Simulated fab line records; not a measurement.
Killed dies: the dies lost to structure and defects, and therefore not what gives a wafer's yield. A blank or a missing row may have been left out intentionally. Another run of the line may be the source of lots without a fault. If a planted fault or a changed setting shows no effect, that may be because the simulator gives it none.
Which tool is to blame? | flow sky130 | 72 wafers from 24 lots sampled at 5 of the route's 708 steps

## WHAT THE GAUGES SHOWED, per wafer
SKY_LOCAL_INTERCONNECT_RS_MEAS_01: a four-point-probe measurement.
lot  | measured     | on            | LOCAL_INTERCONNECT_TIN_RS (ohm/sq)
L074 | day 29 13:00 | film-metro-03 | 14.26 13.98 14.22
L075 | day 30 00:50 | film-metro-01 | 14.24 13.81 14.29
L076 | day 30 07:48 | film-metro-01 | 14.39 14.06 14.23
L077 | day 31 01:44 | film-metro-04 | 14.42 14.32 14.01
L078 | day 31 02:05 | film-metro-04 | 13.75 13.89 13.96
L079 | day 31 13:49 | film-metro-03 | 13.75 14.04 13.82
L080 | day 32 02:55 | film-metro-01 | 13.96 14.04 13.95
L081 | day 32 09:01 | film-metro-01 | 14.07 14.29 14.37
L082 | day 33 06:27 | film-metro-01 | 14.30 14.27 14.06
L083 | day 33 11:20 | film-metro-03 | 14.27 14.15 14.22
L084 | day 33 15:26 | film-metro-01 | 14.12 14.31 14.09
L085 | day 33 21:25 | film-metro-03 | 14.11 14.27 14.35
L086 | day 33 19:37 | film-metro-04 | 14.35 14.32 14.45
L087 | day 34 08:07 | film-metro-01 | 14.04 14.18 14.23
L088 | day 34 10:53 | film-metro-01 | 14.41 14.05 14.08
L089 | day 34 21:29 | film-metro-04 | 14.16 14.13 13.99
L090 | day 34 23:16 | film-metro-01 | 14.42 14.61 14.35
L091 | day 35 08:13 | film-metro-03 | 14.23 13.96 14.09
L092 | day 35 13:54 | film-metro-01 | 14.32 14.46 14.14
L093 | day 35 20:05 | film-metro-03 | 14.22 14.14 13.83
L094 | day 36 19:35 | film-metro-04 | 14.01 14.01 14.02
L095 | day 36 15:39 | film-metro-04 | 13.97 14.38 14.32
L096 | day 37 00:10 | film-metro-04 | 14.09 13.97 13.95
L097 | day 37 00:25 | film-metro-04 | 14.10 14.32 14.45

SKY_VIA4_THK_MEAS_20: measures by xrf.
lot  | measured     | on            | VIA4_W_THK (nm)
L074 | day 43 08:40 | film-metro-01 | 490 500 496
L075 | day 43 16:11 | film-metro-04 | 501 491 495
L076 | day 43 23:16 | film-metro-02 | 486 488 492
L077 | day 44 13:07 | film-metro-02 | 507 508 505
L078 | day 44 14:39 | film-metro-04 | 493 490 495
L079 | day 45 00:07 | film-metro-04 | 488 482 477
L080 | day 45 07:23 | film-metro-04 | 481 486 482
L081 | day 45 13:50 | film-metro-02 | 492 495 488
L082 | day 46 06:55 | film-metro-01 | 504 489 491
L083 | day 46 13:01 | film-metro-04 | 486 493 493
L084 | day 46 13:08 | film-metro-02 | 493 491 482
L085 | day 46 17:46 | film-metro-01 | 492 493 493
L086 | day 46 19:20 | film-metro-04 | 487 485 488
L087 | day 47 01:57 | film-metro-04 | 483 486 488
L088 | day 47 03:56 | film-metro-02 | 481 484 488
L089 | day 47 14:17 | film-metro-01 | 485 482 485
L090 | day 47 15:35 | film-metro-04 | 484 493 490
L091 | day 47 21:35 | film-metro-02 | 496 490 490
L092 | day 48 00:02 | film-metro-04 | 494 492 510
L093 | day 48 07:13 | film-metro-01 | 500 492 500
L094 | day 49 00:28 | film-metro-02 | 504 505 510
L095 | day 48 20:26 | film-metro-04 | 495 496 492
L096 | day 49 01:36 | film-metro-02 | 498 505 501
L097 | day 49 02:41 | film-metro-04 | 495 499 503

## WHAT TOOL EACH LOT RAN ON (gives the tool, then ch and the chambers of the sampled wafers, and finally the start)
lot  | SKY_FIELD_ISO_ETCH_15             | SKY_VIA2_CMP_24               | SKY_METAL3_METAL_ETCH_18
L074 | rie-diel-04 ch 0,1,2, day 2 05:26 | cmp-02 ch 0,1, day 36 17:28   | rie-metal-02 ch 0, day 38 23:02
L075 | rie-diel-03 ch 0,1,3, day 2 11:19 | cmp-01 ch 0,2,3, day 37 04:09 | rie-metal-04 ch 0,1, day 39 09:23
L076 | rie-diel-04 ch 1,2,3, day 2 15:58 | cmp-02 ch 0,2,3, day 37 11:09 | rie-metal-03 ch 0,1, day 39 16:35
L077 | rie-diel-04 ch 0,1, day 2 22:10   | cmp-02 ch 0,1,2, day 38 04:35 | rie-metal-03 ch 0,1, day 40 08:34
L078 | rie-diel-03 ch 1,2,3, day 3 04:49 | cmp-01 ch 0,1, day 38 05:00   | rie-metal-03 ch 0,1, day 40 09:50
L079 | rie-diel-03 ch 0,1,2, day 3 08:14 | cmp-02 ch 0,2,3, day 38 15:35 | rie-metal-04 ch 1, day 40 19:58
L080 | rie-diel-02 ch 1,2,3, day 3 12:44 | cmp-02 ch 1,2, day 39 04:01   | rie-metal-03 ch 0, day 41 06:41
L081 | rie-diel-02 ch 0,2,3, day 3 18:47 | cmp-02 ch 0,1,2, day 39 09:19 | rie-metal-04 ch 0,1, day 41 11:53
L082 | rie-diel-02 ch 0,2,3, day 3 23:29 | cmp-02 ch 0,1,3, day 40 04:52 | rie-metal-02 ch 0,1, day 42 06:44
L083 | rie-diel-04 ch 2,3, day 4 04:07   | cmp-02 ch 0,2, day 40 10:38   | rie-metal-03 ch 0,1, day 42 12:28
L084 | rie-diel-04 ch 1,3, day 4 09:08   | cmp-02 ch 0,2,3, day 40 12:59 | rie-metal-03 ch 0,1, day 42 13:31
L085 | rie-diel-02 ch 1,3, day 4 17:14   | cmp-01 ch 0,1,2, day 40 16:24 | rie-metal-04 ch 0,1, day 42 18:04
L086 | rie-diel-02 ch 2,3, day 4 19:50   | cmp-02 ch 0,1, day 40 16:29   | rie-metal-03 ch 0,1, day 42 18:32
L087 | rie-diel-03 ch 2,3, day 5 05:02   | cmp-02 ch 2,3, day 41 03:46   | rie-metal-02 ch 0,1, day 43 04:40
L088 | rie-diel-03 ch 0,3, day 5 09:50   | cmp-01 ch 1,2,3, day 41 06:43 | rie-metal-02 ch 0,1, day 43 07:39
L089 | rie-diel-02 ch 0,1,2, day 5 18:31 | cmp-01 ch 0,1,3, day 41 15:59 | rie-metal-04 ch 0,1, day 43 16:24
L090 | rie-diel-03 ch 0,1,2, day 5 18:59 | cmp-02 ch 1,2, day 41 16:16   | rie-metal-03 ch 0,1, day 43 16:53
L091 | rie-diel-02 ch 2,3, day 6 01:44   | cmp-01 ch 1,2,3, day 42 01:47 | rie-metal-02 ch 0,1, day 44 02:58
L092 | rie-diel-02 ch 1,3, day 6 04:50   | cmp-01 ch 1,2, day 42 06:38   | rie-metal-03 ch 0,1, day 44 04:41
L093 | rie-diel-03 ch 1,2, day 6 11:16   | cmp-02 ch 1,2, day 42 12:35   | rie-metal-04 ch 0,1, day 44 12:08
L094 | rie-diel-02 ch 1,2,3, day 6 14:28 | cmp-02 ch 0,3, day 43 11:02   | rie-metal-04 ch 0,1, day 45 08:46
L095 | rie-diel-02 ch 1,2, day 6 17:32   | cmp-02 ch 0,1, day 43 05:41   | rie-metal-03 ch 1, day 45 03:30
L096 | rie-diel-04 ch 0,1,3, day 6 23:31 | cmp-02 ch 1,2,3, day 43 13:32 | rie-metal-03 ch 0,1, day 45 10:50
L097 | rie-diel-02 ch 1,3, day 7 07:20   | cmp-02 ch 1,3, day 43 14:13   | rie-metal-03 ch 0,1, day 45 12:09
- SKY_FIELD_ISO_ETCH_15: etches the open film in CHF3/O2, stops on Si, target depth 180 nm, time 72 s.
- SKY_VIA2_CMP_24: polishes, stops on SiO2, t overpolish 20 s, target thk 0 nm.
- SKY_METAL3_METAL_ETCH_18: etches the open film in Cl2/BCl3, stops on SiO2, target depth 845 nm, time 183.1 s.

## WHAT THE TOOLS THEMSELVES READ (means of the sampled wafers that have a number; where no wafer has one, the mark that the record gives instead)
SKY_FIELD_ISO_ETCH_15.
lot  | tool        | drypump-motor-current-A (A) | oes-product-au (a.u.) | throttle-valve-pct (%)
L074 | rie-diel-04 | 5.7                         | 0.950                 | 8.842
L075 | rie-diel-03 | 5.9                         | 0.945                 | 8.847
L076 | rie-diel-04 | 5.7                         | 0.951                 | 8.858
L077 | rie-diel-04 | 5.6                         | 0.955                 | 8.848
L078 | rie-diel-03 | 6.0                         | 0.953                 | 8.853
L079 | rie-diel-03 | 6.1                         | 0.942                 | 8.849
L080 | rie-diel-02 | 5.5                         | 0.948                 | 8.853
L081 | rie-diel-02 | 5.2                         | 0.946                 | 8.832
L082 | rie-diel-02 | 5.2                         | 0.942                 | 8.844
L083 | rie-diel-04 | 5.6                         | 0.941                 | 8.846
L084 | rie-diel-04 | 5.9                         | 0.951                 | 8.851
L085 | rie-diel-02 | 5.6                         | 0.947                 | 8.835
L086 | rie-diel-02 | 5.2                         | 0.936                 | 8.851
L087 | rie-diel-03 | 5.5                         | 0.949                 | 8.846
L088 | rie-diel-03 | 5.4                         | 0.940                 | 8.839
L089 | rie-diel-02 | 5.4                         | 0.950                 | 8.846
L090 | rie-diel-03 | 6.1                         | 0.935                 | 8.847
L091 | rie-diel-02 | 5.2                         | 0.954                 | 8.846
L092 | rie-diel-02 | 5.8                         | 0.946                 | 8.850
L093 | rie-diel-03 | 6.3                         | 0.938                 | 8.840
L094 | rie-diel-02 | 5.5                         | 0.940                 | 8.845
L095 | rie-diel-02 | 5.4                         | 0.949                 | 8.845
L096 | rie-diel-04 | 5.6                         | 0.938                 | 8.840
L097 | rie-diel-02 | 5.6                         | 0.946                 | 8.845

SKY_VIA2_CMP_24.
lot  | tool   | motor-current-A (A) | overpolish-run-s (s) | slurry-flow-ml-min | time-to-endpoint-s (s)
L074 | cmp-02 | 10.9                | 19.999               | 150.3              | 101
L075 | cmp-01 | 11.8                | 20.005               | 149.8              | 100
L076 | cmp-02 | 10.5                | 19.996               | 150.2              | 98
L077 | cmp-02 | 10.3                | 20.000               | 149.8              | 105
L078 | cmp-01 | 11.0                | 19.998               | 149.6              | 103
L079 | cmp-02 | 10.6                | 19.995               | 150.2              | 97
L080 | cmp-02 | 10.6                | 20.002               | 149.9              | 100
L081 | cmp-02 | 10.3                | 20.004               | 149.7              | 103
L082 | cmp-02 | 10.6                | 19.992               | 150.0              | 103
L083 | cmp-02 | 9.9                 | 20.003               | 150.2              | 98
L084 | cmp-02 | 10.6                | 20.003               | 149.9              | 104
L085 | cmp-01 | 11.7                | 19.999               | 149.8              | 105
L086 | cmp-02 | 10.6                | 20.001               | 149.9              | 101
L087 | cmp-02 | 10.6                | 20.002               | 150.3              | 97
L088 | cmp-01 | 10.9                | 20.008               | 150.1              | 105
L089 | cmp-01 | 10.9                | 20.002               | 150.5              | 102
L090 | cmp-02 | 11.1                | 20.000               | 150.2              | 99
L091 | cmp-01 | 11.3                | 19.993               | 150.0              | 98
L092 | cmp-01 | 11.6                | 20.002               | 150.2              | 98
L093 | cmp-02 | 10.5                | 19.999               | 149.3              | 104
L094 | cmp-02 | 10.3                | 20.005               | 149.9              | 102
L095 | cmp-02 | 10.4                | 19.998               | 150.0              | 100
L096 | cmp-02 | 10.9                | 20.008               | 150.0              | 102
L097 | cmp-02 | 11.3                | 20.010               | 150.0              | 106

SKY_METAL3_METAL_ETCH_18.
lot  | tool         | drypump-motor-current-A (A) | oes-product-au (a.u.) | throttle-valve-pct (%)
L074 | rie-metal-02 | 6.1                         | 0.864                 | 22.260
L075 | rie-metal-04 | 5.9                         | 0.870                 | 22.270
L076 | rie-metal-03 | 5.9                         | 0.867                 | 22.267
L077 | rie-metal-03 | 5.8                         | 0.865                 | 22.264
L078 | rie-metal-03 | 5.9                         | 0.867                 | 22.260
L079 | rie-metal-04 | 6.5                         | 0.866                 | 22.258
L080 | rie-metal-03 | 6.0                         | 0.871                 | 22.259
L081 | rie-metal-04 | 6.3                         | 0.868                 | 22.264
L082 | rie-metal-02 | 5.8                         | 0.873                 | 22.270
L083 | rie-metal-03 | 5.9                         | 0.856                 | 22.255
L084 | rie-metal-03 | 5.8                         | 0.862                 | 22.267
L085 | rie-metal-04 | 5.9                         | 0.871                 | 22.265
L086 | rie-metal-03 | 5.9                         | 0.867                 | 22.267
L087 | rie-metal-02 | 5.9                         | 0.866                 | 22.268
L088 | rie-metal-02 | 5.8                         | 0.865                 | 22.268
L089 | rie-metal-04 | 6.3                         | 0.867                 | 22.249
L090 | rie-metal-03 | 5.9                         | 0.869                 | 22.268
L091 | rie-metal-02 | 5.8                         | 0.863                 | 22.270
L092 | rie-metal-03 | 5.8                         | 0.866                 | 22.257
L093 | rie-metal-04 | 6.2                         | 0.867                 | 22.265
L094 | rie-metal-04 | 6.2                         | 0.874                 | 22.265
L095 | rie-metal-03 | 5.7                         | 0.863                 | 22.267
L096 | rie-metal-03 | 5.9                         | 0.870                 | 22.264
L097 | rie-metal-03 | 5.9                         | 0.873                 | 22.271

## THE ANSWER, worked out from the rows above alone
Rule: usual is defined by the lots themselves. The widest of any qualifying gaps counts: lots, ordered by their means at a reading, are off when they make up no more than a third of the lots, leave a main group of 4 or more, and stand apart from it by 3 or more times the standard deviation of that group's means. If all means in a main group match to the digits the tables above print for the reading, that group is not used. A lot without any number at a reading at which 4 lots or more have one is off too. Where the step has rows for the other lots, those lots are counted as sound. Order of review: gauges by route order, followed by the tools' own readings, for which a lot's mean as printed above is used. The first step at which some lot is off is used, and at that step the reading that is off furthest; a lot without a number counts as furthest.
Nothing can be told from this: no lot is off at any reading shown.

## WHAT WAS PUT IN BY THE SIMULATOR
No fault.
